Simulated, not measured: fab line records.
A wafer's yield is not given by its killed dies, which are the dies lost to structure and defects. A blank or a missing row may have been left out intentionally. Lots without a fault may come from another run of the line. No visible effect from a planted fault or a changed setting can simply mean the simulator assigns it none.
fab line records || flow sky130 || part 2 of 2: steps 28 to 37 of 37
record {"lots": 5, "wafers": 15, "lastDay": 48}
route steps=708 shown VT_ADJUST_PCH@151 SONOS_TUNNEL@154 SONOS_ONO@168 GATE_OXIDE@187
lots that met no fault: from a run of the same line without faults
startH: hours from the record's first day to the start of the lot's first wafer shown || waitH: how many hours have passed since the lot's step before this one || " as in the row above || L1.1+2: several wafers, shown together as one row || - either no value or no given start || * or withheld: withheld || < > ~ a bound
route shown NAME@n: NAME is a module with steps in the file, n the number in the route of the first one || usual: average and standard deviation across the fault-free wafers || same: alike in all rows || chamber/n: place in a boat || sites: readings site by site || _std_site: standard deviation of those values || _edge_site: outer sites' mean less inner sites' || radiusMm: how far each site lies from the wafer's centre || mask NAME#n: copy n || behind: the most recent tool/chamber to have shaped the wafer || hold: what put the lot on hold/how long, in hours/how the hold closed || device: which transistor (n, p or np) failed to switch || end of line: the tests these same wafers got at the end of their route || step lacking rows: just its recipe || killed: count of dies lost to structure and defects at first sort (not the wafer's yield) || map: shows each die of a wafer: x if killed, . if not, _ if none is there
set.NAME: the setting as run; set.NAME@STEP: as run at that earlier step || model.NAME: the simulator's own value behind a step, which no gauge read
lots at some steps of the route; a table a step, a row a wafer
services: a tool's chamber out of use, with start hour (startH, from the record's first day; less than 0 if before it), hours out, and reason
## steps
# step SKY_SONOS_ONO_EXPOSE_10
# recipe {"maskId": "ONOM", "targetCdNm": 410, "na": 0.6, "sourceShape": "conventional", "sigmaOuter": 0.6, "doseMj": 150}
# usual {"exposureDoseMJCm2": "150.00/0.15", "focusOffsetNm": "0.0/0.56"}
{"lot.wafer": "L075.2", "tool": "ilineStepper-02", "chamber": 0, "startH": "-", "waitH": "-", "mask": "ONOM#0", "exposureDoseMJCm2": 149.72, "focusOffsetNm": -1.2}
{"lot.wafer": "L075.3", "tool": "ilineStepper-02", "chamber": 0, "startH": "-", "waitH": "-", "mask": "ONOM#0", "exposureDoseMJCm2": 149.88, "focusOffsetNm": 0.0}
{"lot.wafer": "L075.6", "tool": "ilineStepper-02", "chamber": 0, "startH": "-", "waitH": "-", "mask": "ONOM#0", "exposureDoseMJCm2": 149.81, "focusOffsetNm": -0.5}
{"lot.wafer": "L077.3", "tool": "ilineStepper-01", "chamber": 0, "startH": "-", "waitH": "-", "mask": "ONOM#0", "exposureDoseMJCm2": 150.08, "focusOffsetNm": 0.3}
{"lot.wafer": "L077.4", "tool": "ilineStepper-01", "chamber": 0, "startH": "-", "waitH": "-", "mask": "ONOM#0", "exposureDoseMJCm2": 150.14, "focusOffsetNm": 0.7}
{"lot.wafer": "L077.6", "tool": "ilineStepper-01", "chamber": 0, "startH": "-", "waitH": "-", "mask": "ONOM#0", "exposureDoseMJCm2": 149.87, "focusOffsetNm": -0.5}
{"lot.wafer": "L081.1", "tool": "ilineStepper-01", "chamber": 0, "startH": "-", "waitH": "-", "mask": "ONOM#0", "exposureDoseMJCm2": 149.91, "focusOffsetNm": -0.5}
{"lot.wafer": "L081.4", "tool": "ilineStepper-01", "chamber": 0, "startH": "-", "waitH": "-", "mask": "ONOM#0", "exposureDoseMJCm2": 150.16, "focusOffsetNm": -0.2}
{"lot.wafer": "L081.5", "tool": "ilineStepper-01", "chamber": 0, "startH": "-", "waitH": "-", "mask": "ONOM#0", "exposureDoseMJCm2": 149.83, "focusOffsetNm": 0.2}
{"lot.wafer": "L082.1", "tool": "ilineStepper-02", "chamber": 0, "startH": "-", "waitH": "-", "mask": "ONOM#0", "exposureDoseMJCm2": 149.83, "focusOffsetNm": -0.7}
{"lot.wafer": "L082.5", "tool": "ilineStepper-02", "chamber": 0, "startH": "-", "waitH": "-", "mask": "ONOM#0", "exposureDoseMJCm2": 150.02, "focusOffsetNm": -0.5}
{"lot.wafer": "L082.6", "tool": "ilineStepper-02", "chamber": 0, "startH": "-", "waitH": "-", "mask": "ONOM#0", "exposureDoseMJCm2": 149.99, "focusOffsetNm": 0.2}
{"lot.wafer": "L087.2", "tool": "ilineStepper-01", "chamber": 0, "startH": "-", "waitH": "-", "mask": "ONOM#0", "exposureDoseMJCm2": 150.01, "focusOffsetNm": -0.1}
{"lot.wafer": "L087.4", "tool": "ilineStepper-01", "chamber": 0, "startH": "-", "waitH": "-", "mask": "ONOM#0", "exposureDoseMJCm2": 150.01, "focusOffsetNm": -0.2}
{"lot.wafer": "L087.6", "tool": "ilineStepper-01", "chamber": 0, "startH": "-", "waitH": "-", "mask": "ONOM#0", "exposureDoseMJCm2": 149.96, "focusOffsetNm": -0.7}
# step SKY_SONOS_ONO_PEB_11
# recipe {"tempC": "withheld", "timeS": "*", "resist": "NOVOLAK"}
# usual {"resistLineTempC": "*"}
# same {"timeS": "*"}
{"lot.wafer": "L075.2", "tool": "lithoTrack-02", "chamber": 0, "startH": "-", "waitH": "-", "resistLineTempC": "*"}
{"lot.wafer": "L075.3", "tool": "lithoTrack-02", "chamber": 0, "startH": "-", "waitH": "-", "resistLineTempC": "*"}
{"lot.wafer": "L075.6", "tool": "lithoTrack-02", "chamber": 0, "startH": "-", "waitH": "-", "resistLineTempC": "*"}
{"lot.wafer": "L077.3", "tool": "lithoTrack-01", "chamber": 0, "startH": "-", "waitH": "-", "resistLineTempC": "*"}
{"lot.wafer": "L077.4", "tool": "lithoTrack-01", "chamber": 0, "startH": "-", "waitH": "-", "resistLineTempC": "*"}
{"lot.wafer": "L077.6", "tool": "lithoTrack-01", "chamber": 0, "startH": "-", "waitH": "-", "resistLineTempC": "*"}
{"lot.wafer": "L081.1", "tool": "lithoTrack-02", "chamber": 0, "startH": "-", "waitH": "-", "resistLineTempC": "*"}
{"lot.wafer": "L081.4", "tool": "lithoTrack-02", "chamber": 0, "startH": "-", "waitH": "-", "resistLineTempC": "*"}
{"lot.wafer": "L081.5", "tool": "lithoTrack-02", "chamber": 0, "startH": "-", "waitH": "-", "resistLineTempC": "*"}
{"lot.wafer": "L082.1", "tool": "lithoTrack-03", "chamber": 0, "startH": "-", "waitH": "-", "resistLineTempC": "*"}
{"lot.wafer": "L082.5", "tool": "lithoTrack-03", "chamber": 0, "startH": "-", "waitH": "-", "resistLineTempC": "*"}
{"lot.wafer": "L082.6", "tool": "lithoTrack-03", "chamber": 0, "startH": "-", "waitH": "-", "resistLineTempC": "*"}
{"lot.wafer": "L087.2", "tool": "lithoTrack-01", "chamber": 0, "startH": "-", "waitH": "-", "resistLineTempC": "*"}
{"lot.wafer": "L087.4", "tool": "lithoTrack-01", "chamber": 0, "startH": "-", "waitH": "-", "resistLineTempC": "*"}
{"lot.wafer": "L087.6", "tool": "lithoTrack-01", "chamber": 0, "startH": "-", "waitH": "-", "resistLineTempC": "*"}
# step SKY_SONOS_ONO_DEVELOP_12
# recipe {"developTimeS": 60, "devTempC": 23}
# usual {"resistLineTempC": "23.01/0.1"}
{"lot.wafer": "L075.2", "tool": "lithoTrack-02", "chamber": 0, "startH": 285.28, "waitH": 0.1, "resistLineTempC": 23.01}
{"lot.wafer": "L075.3", "tool": "lithoTrack-02", "chamber": 0, "startH": 285.28, "waitH": 0.1, "resistLineTempC": 23.06}
{"lot.wafer": "L075.6", "tool": "lithoTrack-02", "chamber": 0, "startH": 285.28, "waitH": 0.1, "resistLineTempC": 23.05}
{"lot.wafer": "L077.3", "tool": "lithoTrack-01", "chamber": 0, "startH": 304.74, "waitH": 0.1, "resistLineTempC": 23.08}
{"lot.wafer": "L077.4", "tool": "lithoTrack-01", "chamber": 0, "startH": 304.74, "waitH": 0.1, "resistLineTempC": 23.07}
{"lot.wafer": "L077.6", "tool": "lithoTrack-01", "chamber": 0, "startH": 304.74, "waitH": 0.1, "resistLineTempC": 23.11}
{"lot.wafer": "L081.1", "tool": "lithoTrack-02", "chamber": 0, "startH": 334.10, "waitH": 0.1, "resistLineTempC": 22.86}
{"lot.wafer": "L081.4", "tool": "lithoTrack-02", "chamber": 0, "startH": 334.10, "waitH": 0.1, "resistLineTempC": 22.88}
{"lot.wafer": "L081.5", "tool": "lithoTrack-02", "chamber": 0, "startH": 334.10, "waitH": 0.1, "resistLineTempC": 22.87}
{"lot.wafer": "L082.1", "tool": "lithoTrack-03", "chamber": 0, "startH": 344.10, "waitH": 0.1, "resistLineTempC": 23.00}
{"lot.wafer": "L082.5", "tool": "lithoTrack-03", "chamber": 0, "startH": 344.10, "waitH": 0.1, "resistLineTempC": 22.99}
{"lot.wafer": "L082.6", "tool": "lithoTrack-03", "chamber": 0, "startH": 344.10, "waitH": 0.1, "resistLineTempC": 23.21}
{"lot.wafer": "L087.2", "tool": "lithoTrack-01", "chamber": 0, "startH": 386.01, "waitH": 0.1, "resistLineTempC": 22.98}
{"lot.wafer": "L087.4", "tool": "lithoTrack-01", "chamber": 0, "startH": 386.01, "waitH": 0.1, "resistLineTempC": 23.08}
{"lot.wafer": "L087.6", "tool": "lithoTrack-01", "chamber": 0, "startH": 386.01, "waitH": 0.1, "resistLineTempC": 23.02}
# step SKY_SONOS_ONO_CD_MEAS_13
# recipe {"targetCdNm": 410}
# usual {"cdNm": "409.9/2.6"}
{"lot.wafer": "L075.2", "tool": "cdSem-01", "chamber": "-", "startH": 285.42, "waitH": 0.1, "cdNm": 409.5}
{"lot.wafer": "L075.3", "tool": "cdSem-01", "chamber": "-", "startH": 285.42, "waitH": 0.1, "cdNm": 408.9}
{"lot.wafer": "L075.6", "tool": "cdSem-01", "chamber": "-", "startH": 285.42, "waitH": 0.1, "cdNm": 409.2}
{"lot.wafer": "L077.3", "tool": "cdSem-01", "chamber": "-", "startH": 304.88, "waitH": 0.1, "cdNm": 411.0}
{"lot.wafer": "L077.4", "tool": "cdSem-01", "chamber": "-", "startH": 304.88, "waitH": 0.1, "cdNm": 412.2}
{"lot.wafer": "L077.6", "tool": "cdSem-01", "chamber": "-", "startH": 304.88, "waitH": 0.1, "cdNm": 410.7}
{"lot.wafer": "L081.1", "tool": "cdSem-01", "chamber": "-", "startH": 334.25, "waitH": 0.1, "cdNm": 410.5}
{"lot.wafer": "L081.4", "tool": "cdSem-01", "chamber": "-", "startH": 334.25, "waitH": 0.1, "cdNm": 408.3}
{"lot.wafer": "L081.5", "tool": "cdSem-01", "chamber": "-", "startH": 334.25, "waitH": 0.1, "cdNm": 408.7}
{"lot.wafer": "L082.1", "tool": "cdSem-02", "chamber": "-", "startH": 344.25, "waitH": 0.1, "cdNm": 414.1}
{"lot.wafer": "L082.5", "tool": "cdSem-02", "chamber": "-", "startH": 344.25, "waitH": 0.1, "cdNm": 412.0}
{"lot.wafer": "L082.6", "tool": "cdSem-02", "chamber": "-", "startH": 344.25, "waitH": 0.1, "cdNm": 415.1}
{"lot.wafer": "L087.2", "tool": "cdSem-02", "chamber": "-", "startH": 386.16, "waitH": 0.1, "cdNm": 410.0}
{"lot.wafer": "L087.4", "tool": "cdSem-02", "chamber": "-", "startH": 386.16, "waitH": 0.1, "cdNm": 409.8}
{"lot.wafer": "L087.6", "tool": "cdSem-02", "chamber": "-", "startH": 386.16, "waitH": 0.1, "cdNm": 408.5}
# step SKY_SONOS_ONO_OVL_MEAS_14
# usual {"SONOS_ONO_OVL": "-0.7/1.5"}
{"lot.wafer": "L075.2", "tool": "overlay-01", "chamber": "-", "startH": 285.53, "waitH": 0.1, "SONOS_ONO_OVL[nm]": 2.6}
{"lot.wafer": "L075.3", "tool": "overlay-01", "chamber": "-", "startH": 285.53, "waitH": 0.1, "SONOS_ONO_OVL[nm]": 2.6}
{"lot.wafer": "L075.6", "tool": "overlay-01", "chamber": "-", "startH": 285.53, "waitH": 0.1, "SONOS_ONO_OVL[nm]": 3.0}
{"lot.wafer": "L077.3", "tool": "overlay-02", "chamber": "-", "startH": 304.97, "waitH": 0.1, "SONOS_ONO_OVL[nm]": -1.4}
{"lot.wafer": "L077.4", "tool": "overlay-02", "chamber": "-", "startH": 304.97, "waitH": 0.1, "SONOS_ONO_OVL[nm]": -3.4}
{"lot.wafer": "L077.6", "tool": "overlay-02", "chamber": "-", "startH": 304.97, "waitH": 0.1, "SONOS_ONO_OVL[nm]": -2.2}
{"lot.wafer": "L081.1", "tool": "overlay-01", "chamber": "-", "startH": 334.37, "waitH": 0.1, "SONOS_ONO_OVL[nm]": 0.9}
{"lot.wafer": "L081.4", "tool": "overlay-01", "chamber": "-", "startH": 334.37, "waitH": 0.1, "SONOS_ONO_OVL[nm]": 1.5}
{"lot.wafer": "L081.5", "tool": "overlay-01", "chamber": "-", "startH": 334.37, "waitH": 0.1, "SONOS_ONO_OVL[nm]": 0.5}
{"lot.wafer": "L082.1", "tool": "overlay-02", "chamber": "-", "startH": 344.37, "waitH": 0.1, "SONOS_ONO_OVL[nm]": -3.2}
{"lot.wafer": "L082.5", "tool": "overlay-02", "chamber": "-", "startH": 344.37, "waitH": 0.1, "SONOS_ONO_OVL[nm]": -2.5}
{"lot.wafer": "L082.6", "tool": "overlay-02", "chamber": "-", "startH": 344.37, "waitH": 0.1, "SONOS_ONO_OVL[nm]": -2.8}
{"lot.wafer": "L087.2", "tool": "overlay-02", "chamber": "-", "startH": 386.26, "waitH": 0.1, "SONOS_ONO_OVL[nm]": -1.3}
{"lot.wafer": "L087.4", "tool": "overlay-02", "chamber": "-", "startH": 386.26, "waitH": 0.1, "SONOS_ONO_OVL[nm]": -0.8}
{"lot.wafer": "L087.6", "tool": "overlay-02", "chamber": "-", "startH": 386.26, "waitH": 0.1, "SONOS_ONO_OVL[nm]": -2.3}
# step SKY_SONOS_ONO_ETCH_15
# recipe {"targetDepthNm": 19.52, "chemistry": "CHF3/O2", "sourceW": 600, "biasW": 200, "pressureMtorr": 40, "chf3FlowSccm": 50, "O2_flow_sccm": 5, "timeS": 7.8}
# usual {"drypumpMotorCurrentA": "5.8/0.4", "oesProductAu": "0.997/0.014", "rfFwdPowerW": "589/3.2", "throttleValvePct": "8.824/0.0096"}
# same {"timeS": 7.8}
{"lot.wafer": "L075.2", "tool": "rieDiel-03", "chamber": 2, "startH": 285.56, "waitH": 0.0, "drypumpMotorCurrentA": 5.4, "oesProductAu": 1.001, "rfFwdPowerW": 588, "rfHoursCounterH": 9, "throttleValvePct": 8.812}
{"lot.wafer": "L075.3", "tool": "rieDiel-03", "chamber": 0, "startH": 285.56, "waitH": 0.0, "drypumpMotorCurrentA": 6.3, "oesProductAu": 0.966, "rfFwdPowerW": 588, "rfHoursCounterH": 7, "throttleValvePct": 8.807}
{"lot.wafer": "L075.6", "tool": "rieDiel-03", "chamber": 3, "startH": 285.56, "waitH": 0.0, "drypumpMotorCurrentA": 6.3, "oesProductAu": 0.997, "rfFwdPowerW": 592, "rfHoursCounterH": "-", "throttleValvePct": 8.830}
{"lot.wafer": "L077.3", "tool": "rieDiel-03", "chamber": 2, "startH": 304.99, "waitH": 0.0, "drypumpMotorCurrentA": 5.4, "oesProductAu": 1.005, "rfFwdPowerW": 589, "rfHoursCounterH": 9, "throttleValvePct": 8.829}
{"lot.wafer": "L077.4", "tool": "rieDiel-03", "chamber": 0, "startH": 304.99, "waitH": 0.0, "drypumpMotorCurrentA": 6.3, "oesProductAu": 0.974, "rfFwdPowerW": 591, "rfHoursCounterH": 7, "throttleValvePct": 8.805}
{"lot.wafer": "L077.6", "tool": "rieDiel-03", "chamber": 0, "startH": 304.99, "waitH": 0.0, "drypumpMotorCurrentA": 6.3, "oesProductAu": 0.973, "rfFwdPowerW": 593, "rfHoursCounterH": "-", "throttleValvePct": 8.830}
{"lot.wafer": "L081.1", "tool": "rieDiel-01", "chamber": 1, "startH": 334.41, "waitH": 0.0, "drypumpMotorCurrentA": 5.9, "oesProductAu": 1.008, "rfFwdPowerW": 590, "rfHoursCounterH": 3, "throttleValvePct": 8.828}
{"lot.wafer": "L081.4", "tool": "rieDiel-01", "chamber": 3, "startH": 334.41, "waitH": 0.0, "drypumpMotorCurrentA": 5.9, "oesProductAu": 1.000, "rfFwdPowerW": 587, "rfHoursCounterH": "-", "throttleValvePct": 8.832}
{"lot.wafer": "L081.5", "tool": "rieDiel-01", "chamber": 2, "startH": 334.41, "waitH": 0.0, "drypumpMotorCurrentA": 5.9, "oesProductAu": 0.992, "rfFwdPowerW": 591, "rfHoursCounterH": "-", "throttleValvePct": 8.824}
{"lot.wafer": "L082.1", "tool": "rieDiel-03", "chamber": 2, "startH": 344.40, "waitH": 0.0, "drypumpMotorCurrentA": 5.4, "oesProductAu": 1.010, "rfFwdPowerW": 589, "rfHoursCounterH": 10, "throttleValvePct": 8.819}
{"lot.wafer": "L082.5", "tool": "rieDiel-03", "chamber": 1, "startH": 344.40, "waitH": 0.0, "drypumpMotorCurrentA": 5.1, "oesProductAu": 0.981, "rfFwdPowerW": 594, "rfHoursCounterH": "-", "throttleValvePct": 8.833}
{"lot.wafer": "L082.6", "tool": "rieDiel-03", "chamber": 2, "startH": 344.40, "waitH": 0.0, "drypumpMotorCurrentA": 5.4, "oesProductAu": 1.001, "rfFwdPowerW": 590, "rfHoursCounterH": "-", "throttleValvePct": 8.819}
{"lot.wafer": "L087.2", "tool": "rieDiel-01", "chamber": 2, "startH": 386.29, "waitH": 0.0, "drypumpMotorCurrentA": 5.9, "oesProductAu": 0.993, "rfFwdPowerW": 591, "rfHoursCounterH": 10, "throttleValvePct": 8.811}
{"lot.wafer": "L087.4", "tool": "rieDiel-01", "chamber": 1, "startH": 386.29, "waitH": 0.0, "drypumpMotorCurrentA": 5.9, "oesProductAu": 1.015, "rfFwdPowerW": 591, "rfHoursCounterH": 4, "throttleValvePct": 8.818}
{"lot.wafer": "L087.6", "tool": "rieDiel-01", "chamber": 2, "startH": 386.29, "waitH": 0.0, "drypumpMotorCurrentA": 5.9, "oesProductAu": 0.987, "rfFwdPowerW": 593, "rfHoursCounterH": "-", "throttleValvePct": 8.811}
# step SKY_SONOS_ONO_WET_ETCH_16
# recipe {"chemistry": "dHF", "targetDepthNm": 14, "dry": "n2Spin", "target": "SiO2", "dilution": "100:1", "tempC": 25, "timeS": 280}
# same {"timeS": 280}
{"lot.wafer": "L075.2+3+6", "tool": "wetBench-01", "chamber": 1, "startH": 285.58, "waitH": 0.0}
{"lot.wafer": "L077.3+4+6", "tool": "wetBench-02", "chamber": 0, "startH": 305.01, "waitH": 0.0}
{"lot.wafer": "L081.1+4+5", "tool": "wetBench-04", "chamber": 0, "startH": 334.43, "waitH": 0.0}
{"lot.wafer": "L082.1+5+6", "tool": "wetBench-02", "chamber": 3, "startH": 344.42, "waitH": 0.0}
{"lot.wafer": "L087.2+4+6", "tool": "wetBench-01", "chamber": 1, "startH": 386.31, "waitH": 0.0}
# step SKY_SONOS_ONO_STRIP_17
# recipe {"chemistry": "O2/N2", "powerW": 1400, "pressureMtorr": 1500, "platenTempC": "withheld", "o2FlowSccm": 3000, "n2FlowSccm": 300, "overashFraction": 0.5}
# usual {"drypumpMotorCurrentA": "5.48/0.26", "oesProductAu": "0.711/0.0046", "stripTimeToEndpointS": "14.10/0.044"}
{"lot.wafer": "L075.2", "tool": "plasmaAsher-03", "chamber": 1, "startH": 285.68, "waitH": 0.0, "drypumpMotorCurrentA": 5.61, "oesProductAu": 0.712, "rfHoursCounterH": 47, "stripTimeToEndpointS": 14.07}
{"lot.wafer": "L075.3", "tool": "plasmaAsher-03", "chamber": 0, "startH": 285.68, "waitH": 0.0, "drypumpMotorCurrentA": 5.69, "oesProductAu": 0.712, "rfHoursCounterH": "-", "stripTimeToEndpointS": 14.08}
{"lot.wafer": "L075.6", "tool": "plasmaAsher-03", "chamber": 0, "startH": 285.68, "waitH": 0.0, "drypumpMotorCurrentA": 5.69, "oesProductAu": 0.720, "rfHoursCounterH": "-", "stripTimeToEndpointS": 14.07}
{"lot.wafer": "L077.3", "tool": "plasmaAsher-04", "chamber": 0, "startH": 305.13, "waitH": 0.0, "drypumpMotorCurrentA": 5.22, "oesProductAu": 0.712, "rfHoursCounterH": "-", "stripTimeToEndpointS": 14.06}
{"lot.wafer": "L077.4", "tool": "plasmaAsher-04", "chamber": 1, "startH": 305.13, "waitH": 0.0, "drypumpMotorCurrentA": 5.09, "oesProductAu": 0.713, "rfHoursCounterH": "-", "stripTimeToEndpointS": 14.00}
{"lot.wafer": "L077.6", "tool": "plasmaAsher-04", "chamber": 1, "startH": 305.13, "waitH": 0.0, "drypumpMotorCurrentA": 5.10, "oesProductAu": 0.708, "rfHoursCounterH": "-", "stripTimeToEndpointS": 13.98}
{"lot.wafer": "L081.1", "tool": "plasmaAsher-03", "chamber": 1, "startH": 334.52, "waitH": 0.0, "drypumpMotorCurrentA": 5.60, "oesProductAu": 0.714, "rfHoursCounterH": 52, "stripTimeToEndpointS": 14.14}
{"lot.wafer": "L081.4", "tool": "plasmaAsher-03", "chamber": 0, "startH": 334.52, "waitH": 0.0, "drypumpMotorCurrentA": 5.69, "oesProductAu": 0.714, "rfHoursCounterH": "-", "stripTimeToEndpointS": 14.12}
{"lot.wafer": "L081.5", "tool": "plasmaAsher-03", "chamber": 1, "startH": 334.52, "waitH": 0.0, "drypumpMotorCurrentA": 5.60, "oesProductAu": 0.710, "rfHoursCounterH": "-", "stripTimeToEndpointS": 14.11}
{"lot.wafer": "L082.1", "tool": "plasmaAsher-03", "chamber": 0, "startH": 344.51, "waitH": 0.0, "drypumpMotorCurrentA": 5.67, "oesProductAu": 0.707, "rfHoursCounterH": 53, "stripTimeToEndpointS": 14.14}
{"lot.wafer": "L082.5", "tool": "plasmaAsher-03", "chamber": 1, "startH": 344.51, "waitH": 0.0, "drypumpMotorCurrentA": 5.59, "oesProductAu": 0.714, "rfHoursCounterH": "-", "stripTimeToEndpointS": 14.18}
{"lot.wafer": "L082.6", "tool": "plasmaAsher-03", "chamber": 0, "startH": 344.51, "waitH": 0.0, "drypumpMotorCurrentA": 5.69, "oesProductAu": 0.714, "rfHoursCounterH": "-", "stripTimeToEndpointS": 14.12}
{"lot.wafer": "L087.2", "tool": "plasmaAsher-02", "chamber": 0, "startH": 386.40, "waitH": 0.0, "drypumpMotorCurrentA": 6.26, "oesProductAu": 0.710, "rfHoursCounterH": 69, "stripTimeToEndpointS": 14.07}
{"lot.wafer": "L087.4", "tool": "plasmaAsher-02", "chamber": 1, "startH": 386.40, "waitH": 0.0, "drypumpMotorCurrentA": 5.10, "oesProductAu": 0.705, "rfHoursCounterH": "-", "stripTimeToEndpointS": 14.05}
{"lot.wafer": "L087.6", "tool": "plasmaAsher-02", "chamber": 0, "startH": 386.40, "waitH": 0.0, "drypumpMotorCurrentA": 6.24, "oesProductAu": 0.713, "rfHoursCounterH": "-", "stripTimeToEndpointS": 14.12}
# step SKY_SONOS_ONO_WET_ETCH_18
# recipe {"chemistry": "H3PO4", "targetDepthNm": 15, "target": "Si3N4", "tempC": 160, "timeS": 172}
# same {"timeS": 172}
{"lot.wafer": "L075.2+3+6", "tool": "wetBench-02", "chamber": 3, "startH": 285.78, "waitH": 0.1}
{"lot.wafer": "L077.3+4+6", "tool": "wetBench-01", "chamber": 2, "startH": 305.20, "waitH": 0.0}
{"lot.wafer": "L081.1+4+5", "tool": "wetBench-02", "chamber": 1, "startH": 334.62, "waitH": 0.1}
{"lot.wafer": "L082.1+5+6", "tool": "wetBench-01", "chamber": 3, "startH": 344.61, "waitH": 0.1}
{"lot.wafer": "L087.2+4+6", "tool": "wetBench-01", "chamber": 2, "startH": 386.50, "waitH": 0.1}
# step SKY_GATE_OXIDE_CLEAN_00
# recipe {"chemistry": "SC1/SC2", "mix": "1:4:20", "tempC": 70, "timeS": 150, "dry": "n2Spin"}
# same {"timeS": 150}
{"lot.wafer": "L075.2+3+6", "tool": "wetBench-04", "chamber": 0, "startH": 285.84, "waitH": 0.0}
{"lot.wafer": "L077.3+4+6", "tool": "wetBench-04", "chamber": 1, "startH": 305.26, "waitH": 0.0}
{"lot.wafer": "L081.1+4+5", "tool": "wetBench-01", "chamber": 3, "startH": 334.67, "waitH": 0.0}
{"lot.wafer": "L082.1+5+6", "tool": "wetBench-04", "chamber": 1, "startH": 344.67, "waitH": 0.0}
{"lot.wafer": "L087.2+4+6", "tool": "wetBench-02", "chamber": 1, "startH": 386.55, "waitH": 0.0}
## services
{"tool": "implanter-02", "chamber": "-", "startH": 206.39, "hours": 3.0, "kind": "pm"}
{"tool": "plasmaAsher-04", "chamber": "-", "startH": 207.25, "hours": 3.2, "kind": "repair"}
{"tool": "rieDiel-03", "chamber": "-", "startH": 212.79, "hours": 0.8, "kind": "repair"}
{"tool": "ilineStepper-02", "chamber": "-", "startH": 213.24, "hours": 8.9, "kind": "pm"}
{"tool": "implanter-04", "chamber": "-", "startH": 216.29, "hours": 1.8, "kind": "repair"}
{"tool": "rieDiel-03", "chamber": 2, "startH": 235.90, "hours": 2.9, "kind": "repair"}
{"tool": "ilineStepper-02", "chamber": "-", "startH": 240.31, "hours": 2.1, "kind": "pm"}
{"tool": "implanter-04", "chamber": "-", "startH": 251.93, "hours": 2.5, "kind": "repair"}
{"tool": "ilineStepper-02", "chamber": "-", "startH": 253.50, "hours": 1.7, "kind": "pm"}
{"tool": "implanter-01", "chamber": "-", "startH": 265.01, "hours": 2.3, "kind": "repair"}
{"tool": "implanter-01", "chamber": "-", "startH": 267.98, "hours": 4.0, "kind": "repair"}
{"tool": "ilineStepper-01", "chamber": "-", "startH": 272.95, "hours": 3.9, "kind": "repair"}
{"tool": "rieDiel-01", "chamber": 3, "startH": 277.31, "hours": 8.5, "kind": "repair"}
{"tool": "lpcvd-03", "chamber": "-", "startH": 287.54, "hours": 0.5, "kind": "repair"}
{"tool": "plasmaAsher-03", "chamber": "-", "startH": 296.06, "hours": 5.4, "kind": "repair"}
{"tool": "plasmaAsher-02", "chamber": "-", "startH": 298.87, "hours": 1.3, "kind": "repair"}
{"tool": "ilineStepper-02", "chamber": "-", "startH": 302.02, "hours": 4.8, "kind": "repair"}
{"tool": "wetBench-01", "chamber": "-", "startH": 306.11, "hours": 4.4, "kind": "pm"}
{"tool": "ilineStepper-02", "chamber": "-", "startH": 306.89, "hours": 14.6, "kind": "repair"}
{"tool": "implanter-01", "chamber": "-", "startH": 324.87, "hours": 1.2, "kind": "repair"}
{"tool": "rieDiel-01", "chamber": 1, "startH": 327.04, "hours": 1.5, "kind": "repair"}
{"tool": "furnace-01", "chamber": "-", "startH": 332.41, "hours": 3.6, "kind": "pm"}
{"tool": "plasmaAsher-04", "chamber": "-", "startH": 337.42, "hours": 14.6, "kind": "pm"}
{"tool": "ilineStepper-01", "chamber": "-", "startH": 341.13, "hours": 1.7, "kind": "pm"}
